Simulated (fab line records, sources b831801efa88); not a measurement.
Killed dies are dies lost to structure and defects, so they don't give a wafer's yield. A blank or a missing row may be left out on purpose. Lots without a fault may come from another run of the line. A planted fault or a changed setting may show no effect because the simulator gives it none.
fab line records | flow gf180mcu | part 2 of 2: steps 31 to 40 of 40
record lots=5 wafers=15 last_day=34
route steps=602 shown PSD@256 NSD@262 SAB@264 SALICIDE@278 CONTACT@287
lots that met no fault: from a run of the same line without faults
start_h: hours from the record's first day to the start of the lot's first wafer shown | wait_h: hours since the lot's step before | " the same as in the row above | L1.1+2: a row that stands for several wafers | - no value, or no start given | * or withheld: withheld | < > ~ a bound
route shown NAME@n: a module of which the file shows steps, and the number in the route of the first | usual: mean/standard deviation of fault-free wafers | same: alike in all rows | chamber/n: place in a boat | sites: the reading at each site | _std_site: their standard deviation | _edge_site: outer sites' mean less inner sites' | radius_mm: how far each site lies from the wafer's centre | mask NAME#n: copy n | behind: the tool/chamber that last shaped the wafer | hold: why the lot was held/for how many hours/how that ended | device: the transistor (n, p or np) that didn't switch | end of line: the same wafers' tests at the end of the route | a step without rows: its recipe alone | killed: dies lost to structure and defects at the first sort, not the wafer's yield | map: a wafer's dies, x killed, . not, _ none there
set.NAME: the setting as run; set.NAME@STEP: as run at that earlier step | model.NAME: the simulator's own value behind a step, which no gauge read
lots at some steps of the route; a table a step, a row a wafer
services: from which hour (start_h, from the record's first day; less than 0 if before it) a tool's chamber was out of use, for how many hours, and why
## steps
# step GF_SALICIDE_RTA_08
# recipe temp_c=800 time_s=30 ambient=N2
# usual lamp_power_pct=18.1/0.51 wafer_temp_C_max=805.2/1.2
# columns lot.wafer tool chamber start_h wait_h lamp_power_pct wafer_temp_C_max
L081.1 rtp_anneal-01 0 398.85 0.0 18.6 805.4
L081.2 " 0 " " 18.6 805.2
L081.5 " 0 " " 18.6 804.0
L084.2 rtp_anneal-01 0 427.13 0.0 18.6 804.7
L084.5 " 0 " " 18.6 805.6
L084.6 " 0 " " 18.6 805.8
L093.1 rtp_anneal-02 0 506.27 0.0 17.6 805.2
L093.4 " 0 " " 17.6 805.7
L093.5 " 0 " " 17.6 806.4
L095.2 rtp_anneal-01 0 517.77 0.0 18.6 805.0
L095.4 " 0 " " 18.6 803.9
L095.5 " 0 " " 18.6 804.7
L097.3 rtp_anneal-02 0 534.67 0.0 17.6 806.4
L097.4 " 0 " " 17.6 806.7
L097.6 " 0 " " 17.6 804.2
# step GF_CONTACT_CVD_00
# recipe material=SiO2 target_thk_nm=300 sigma_open_frac=0.3 temp_c=400 time_s=50 sih4_flow_sccm=60 pressure_mtorr=6
# usual pressure_mtorr=6.000/0.012 susceptor_temp_C=400.02/0.21
# columns lot.wafer tool chamber start_h wait_h pressure_mtorr susceptor_temp_C
L081.1 hdpcvd-02 1 398.95 0.1 6.014 400.06
L081.2 " 0 " " 6.012 399.66
L081.5 " 1 " " 5.992 400.11
L084.2 hdpcvd-01 2 427.22 0.1 6.017 399.84
L084.5 " 0 " " 5.998 400.26
L084.6 " 1 " " 5.989 399.93
L093.1 hdpcvd-01 0 506.37 0.1 5.996 400.13
L093.4 " 1 " " 6.006 400.02
L093.5 " 2 " " 6.007 399.86
L095.2 hdpcvd-02 1 517.85 0.1 6.007 400.22
L095.4 " 0 " " 6.014 399.65
L095.5 " 1 " " 6.004 399.72
L097.3 hdpcvd-02 1 534.74 0.1 5.994 400.25
L097.4 " 2 " " 5.989 399.86
L097.6 " 1 " " 6.012 400.37
# step GF_CONTACT_THK_MEAS_01
# recipe reads=SiO2_of_CONTACT_CVD_00
# usual CONTACT_CVD_00_THK=301.2/2.9
# columns lot.wafer tool chamber start_h wait_h CONTACT_CVD_00_THK[nm]
L081.1 film_metro-03 - 398.99 0.0 300.2
L081.2 " - " " 304.8
L081.5 " - " " 299.0
L084.2 film_metro-04 - 427.27 0.0 302.2
L084.5 " - " " 302.6
L084.6 " - " " 303.3
L093.1 film_metro-03 - 506.41 0.0 301.7
L093.4 " - " " 302.3
L093.5 " - " " 300.1
L095.2 film_metro-04 - 517.91 0.0 299.5
L095.4 " - " " 298.6
L095.5 " - " " 299.2
L097.3 film_metro-01 - 534.80 0.0 300.4
L097.4 " - " " 303.0
L097.6 " - " " 303.6
# step GF_CONTACT_CVD_02
# recipe material=SiO2 target_thk_nm=860 precursor=TEOS temp_c=400 time_s=95.992 rf_w=618
# usual heater_power_w=632/110 susceptor_temp_C=399.98/0.24
# columns lot.wafer tool chamber start_h wait_h heater_power_w susceptor_temp_C
L081.1 pecvd-01 2 399.05 0.1 563 400.29
L081.2 " 1 " " 613 400.29
L081.5 " 2 " " 438 400.39
L084.2 pecvd-04 0 427.32 0.0 792 400.19
L084.5 " 2 " " 579 399.49
L084.6 " 0 " " 787 399.75
L093.1 pecvd-01 0 506.47 0.1 721 399.34
L093.4 " 2 " " 547 399.92
L093.5 " 0 " " 603 399.71
L095.2 pecvd-01 1 517.96 0.0 518 400.00
L095.4 " 1 " " 585 399.79
L095.5 " 2 " " 539 399.74
L097.3 pecvd-04 0 534.84 0.0 655 400.04
L097.4 " 0 " " 737 400.00
L097.6 " 1 " " 631 399.59
# step GF_CONTACT_THK_MEAS_03
# recipe reads=SiO2_of_CONTACT_CVD_02
# usual CONTACT_CVD_02_THK=869/12
# columns lot.wafer tool chamber start_h wait_h CONTACT_CVD_02_THK[nm]
L081.1 film_metro-04 - 399.12 0.0 868
L081.2 " - " " 859
L081.5 " - " " 877
L084.2 film_metro-03 - 427.40 0.0 870
L084.5 " - " " 879
L084.6 " - " " 875
L093.1 film_metro-03 - 506.54 0.0 870
L093.4 " - " " 888
L093.5 " - " " 875
L095.2 film_metro-01 - 518.04 0.0 865
L095.4 " - " " 877
L095.5 " - " " 873
L097.3 film_metro-04 - 534.93 0.1 850
L097.4 " - " " 869
L097.6 " - " " 866
# step GF_CONTACT_CMP_04
# recipe material=SiO2 down_force_psi=4 platen_rpm=60 pad_velocity_m_s=0.94248
# usual head_pressure_psi=4.000/0.0083 motor_current_A=12.1/0.81 slurry_filter_dp_kPa=13.49/0.12 time_to_endpoint_s=116/6.7
# columns lot.wafer tool chamber start_h wait_h head_pressure_psi motor_current_A slurry_filter_dp_kPa time_to_endpoint_s
L081.1 cmp-01 3 399.20 0.1 3.995 13.6 13.56 122
L081.2 " 1 " " 4.000 11.7 13.45 110
L081.5 " 0 " " 4.002 10.6 13.37 114
L084.2 cmp-01 3 427.55 0.1 3.983 12.9 13.43 119
L084.6 " 1 " " 3.996 12.1 13.40 117
L084.5 " 2 " " 3.999 13.3 13.56 125
L093.4 cmp-02 3 506.60 0.0 3.987 11.5 13.58 129
L093.1 " 2 " " 3.996 12.6 13.44 132
L093.5 " 3 " " 3.999 12.1 13.65 122
L095.2 cmp-02 2 518.19 0.1 4.019 11.6 13.47 125
L095.4 " 3 " " 3.992 11.8 13.58 122
L095.5 " 0 " " 3.996 11.5 13.61 122
L097.3 cmp-02 1 535.02 0.1 4.019 12.2 13.45 102
L097.4 " 3 " " 3.997 11.9 13.51 110
L097.6 " 1 " " 4.008 12.8 13.60 111
# step GF_CONTACT_BOW_MEAS_05
# recipe mode=bow
# usual CONTACT_BOW=65/7.3
# columns lot.wafer tool chamber start_h wait_h CONTACT_BOW[um]
L081.1 film_metro-01 - 399.50 0.2 58
L081.2 " - " " 62
L081.5 " - " " 67
L084.2 film_metro-03 - 427.77 0.2 54
L084.5 " - " " 67
L084.6 " - " " 74
L093.1 film_metro-01 - 506.90 0.1 53
L093.4 " - " " 57
L093.5 " - " " 61
L095.2 film_metro-01 - 518.41 0.2 66
L095.4 " - " " 60
L095.5 " - " " 69
L097.3 film_metro-01 - 535.31 0.2 69
L097.4 " - " " 63
L097.6 " - " " 77
# step GF_CONTACT_DEHYDRATE_06
# recipe temp_c=200 time_s=60
# columns lot.wafer tool chamber start_h wait_h
L081.1+2+5 litho_track-02 0 410.61 11.1
L084.2+5+6 litho_track-03 0 439.15 11.4
L093.1+4+5 litho_track-01 0 517.87 10.9
L095.2+4+5 litho_track-03 0 529.30 10.9
L097.3+4+6 litho_track-03 0 546.32 11.0
# step GF_CONTACT_HMDS_07
# recipe prime_time_s=60 prime_temp_c=120
# columns lot.wafer tool chamber start_h wait_h
L081.1+2+5 litho_track-02 0 410.76 0.1
L084.2+5+6 litho_track-03 0 439.30 0.1
L093.1+4+5 litho_track-01 0 518.02 0.1
L095.2+4+5 litho_track-03 0 529.45 0.1
L097.3+4+6 litho_track-03 0 546.47 0.1
# step GF_CONTACT_COAT_08
# recipe resist=BARC temp_c=withheld time_s=withheld spin_rpm=withheld resist_thk_nm=withheld
# columns lot.wafer tool chamber start_h wait_h
L081.1+2+5 litho_track-02 0 410.91 0.1
L084.2+5+6 litho_track-03 0 439.45 0.1
L093.1+4+5 litho_track-01 0 518.17 0.1
L095.2+4+5 litho_track-03 0 529.60 0.1
L097.3+4+6 litho_track-03 0 546.62 0.1
## services
# columns tool chamber start_h hours kind
pecvd-01 - 356.52 1.4 repair
implanter-02 - 361.21 3.4 pm
cmp-02 - 367.45 0.3 repair
pecvd-04 - 370.11 0.4 repair
rtp_anneal-01 - 373.64 2.4 pm
wet_bench-04 - 379.56 1.9 pm
pecvd-01 2 393.88 3.9 repair
cmp-02 - 395.84 6.0 pm
pecvd-01 - 399.84 0.7 repair
cmp-02 - 404.00 4.0 pm
plasma_asher-03 - 414.81 15.6 pm
iline_stepper-01 - 416.49 16.7 repair
pecvd-04 - 429.59 0.7 repair
plasma_asher-03 - 430.41 9.0 pm
implanter-02 - 438.09 4.0 repair
pvd_sputter-02 - 440.01 3.4 repair
implanter-02 - 444.78 1.1 repair
implanter-02 - 450.13 1.3 repair
pecvd-01 2 454.10 6.6 repair
iline_stepper-01 - 456.67 1.7 pm
cmp-02 - 460.99 3.2 repair
iline_stepper-01 - 505.81 4.5 repair
pecvd-04 - 519.64 5.5 pm
wet_bench-02 - 543.36 1.9 pm
